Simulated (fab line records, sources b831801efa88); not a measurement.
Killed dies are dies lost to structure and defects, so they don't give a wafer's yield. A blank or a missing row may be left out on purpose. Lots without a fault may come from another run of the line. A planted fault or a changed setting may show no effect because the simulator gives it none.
Split-lot experiment | flow sky130 | 5 lots, 23 wafers read, on a route of 708 steps

THE SPLIT
At SKY_CAPM_SPUTTER_02 (material TiN, target thk 200 nm, time 166.7 s), the setting power_w was moved away from the recipe's 6500 W on 11 of the 23 wafers read, by -9.7% to +6.6%. The other wafers ran this setting at the recipe's value.

FROM THE SPLIT TO THE READING: what the file shows between them, 5 steps
- SKY_CAPM_RS_MEAS_03: measures by four-point-probe
- SKY_CAPM_THK_MEAS_04: measures by xrf
- SKY_CAPM_DEHYDRATE_05: time 60 s
- SKY_CAPM_HMDS_06: prime time 60 s
- SKY_CAPM_DEVELOP_11: develop time 60 s

THE READING
oes_product_au, in a.u., at SKY_CAPM_METAL_ETCH_13 (etches TiN in Cl2/BCl3, stops on SiO2, target depth 220 nm, time 62.9 s). Fault-free wafers of this fab line usually give 0.942 a.u., standard deviation 0.008 a.u..

wafer  | tool, chamber at the split | power_w as run, W | against the recipe | oes_product_au, a.u. | against lot-mates on the recipe
L074.1 | pvd_sputter-02, -          | 6500              | recipe             | 0.941                | -
L074.2 | pvd_sputter-02, -          | 5868              | -9.7%              | 0.877                | -0.066
L074.3 | pvd_sputter-02, -          | 5868              | -9.7%              | 0.884                | -0.059
L074.4 | pvd_sputter-02, -          | 6500              | recipe             | 0.945                | -
L074.6 | pvd_sputter-02, -          | 5868              | -9.7%              | 0.876                | -0.067
L076.2 | pvd_sputter-03, -          | 6932              | +6.6%              | 0.982                | +0.034
L076.3 | pvd_sputter-03, -          | 6932              | +6.6%              | 0.988                | +0.040
L076.4 | pvd_sputter-03, -          | 6932              | +6.6%              | 0.977                | +0.029
L076.5 | pvd_sputter-03, -          | 6500              | recipe             | 0.959                | -
L076.6 | pvd_sputter-03, -          | 6500              | recipe             | 0.938                | -
L078.1 | pvd_sputter-03, -          | 6500              | recipe             | 0.937                | -
L078.2 | pvd_sputter-03, -          | 6212              | -4.4%              | 0.913                | -0.020
L078.3 | pvd_sputter-03, -          | 6500              | recipe             | 0.930                | -
L078.4 | pvd_sputter-03, -          | 6212              | -4.4%              | 0.915                | -0.018
L078.6 | pvd_sputter-03, -          | 6212              | -4.4%              | 0.904                | -0.029
L080.2 | pvd_sputter-04, -          | 6500              | recipe             | 0.931                | -
L080.4 | pvd_sputter-04, -          | 6500              | recipe             | 0.942                | -
L080.6 | pvd_sputter-04, -          | 6500              | recipe             | 0.934                | -
L084.1 | pvd_sputter-04, -          | 6770              | +4.2%              | 0.956                | +0.025
L084.2 | pvd_sputter-04, -          | 6770              | +4.2%              | 0.977                | +0.046
L084.3 | pvd_sputter-04, -          | 6500              | recipe             | 0.924                | -
L084.4 | pvd_sputter-04, -          | 6500              | recipe             | 0.935                | -
L084.6 | pvd_sputter-04, -          | 6500              | recipe             | 0.933                | -

THE FIT
A straight line over all 23 wafers: oes_product_au changes by +0.00631 a.u. for each +1% of power_w; r = +0.97; the points scatter about the line by 0.0079 a.u..
The same after taking each lot's own level away (the mean of its wafers on the recipe; 23 wafers): +0.00617 a.u. for each +1%; r = +0.97; scatter 0.0077 a.u..
On that fit, the largest move of power_w shifts the reading by 0.06 a.u..
The lots' own levels span 0.9307 to 0.9485 a.u., that is 2.2 times the standard deviation above.
So the lot-to-lot level changes the slope little: the two slopes agree.
Check: with one of the wafers moved furthest among these (-9.7%) left out of the fit, the line predicts -0.0584 a.u. for it against its lot-mates. It came out at -0.066 a.u. against them.

THE WHOLE CHAIN: every reading that the file lists as answering this split, in the file's order
step                   | what it does                                                            | reading                                                                        | change (the file's fit)                   | r (the file's)
SKY_CAPM_SPUTTER_02    | material TiN, target thk 200 nm, time 166.7 s                           | TiN_of_CAPM_SPUTTER_02.thk_nm (the simulator's own value, which no gauge read) | +2.14 nm for each +1% of the setting      | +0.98
SKY_CAPM_RS_MEAS_03    | measures by four-point-probe                                            | CAPM_TIN_RS                                                                    | -0.0798 for each +1% of the setting       | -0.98
SKY_CAPM_THK_MEAS_04   | measures by xrf                                                         | CAPM_TIN_THK                                                                   | +2.1 for each +1% of the setting          | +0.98
SKY_CAPM_METAL_ETCH_13 | etches TiN in Cl2/BCl3, stops on SiO2, target depth 220 nm, time 62.9 s | oes_product_au                                                                 | +0.00625 a.u. for each +1% of the setting | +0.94
SKY_CAPM_METAL_ETCH_13 | etches TiN in Cl2/BCl3, stops on SiO2, target depth 220 nm, time 62.9 s | CAPM.feature_depth_nm (the simulator's own value, which no gauge read)         | +2.19 nm for each +1% of the setting      | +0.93

THE FILE'S OWN FIT
oes_product_au changes by +0.00625 a.u. for each +1% of power_w, r = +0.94.
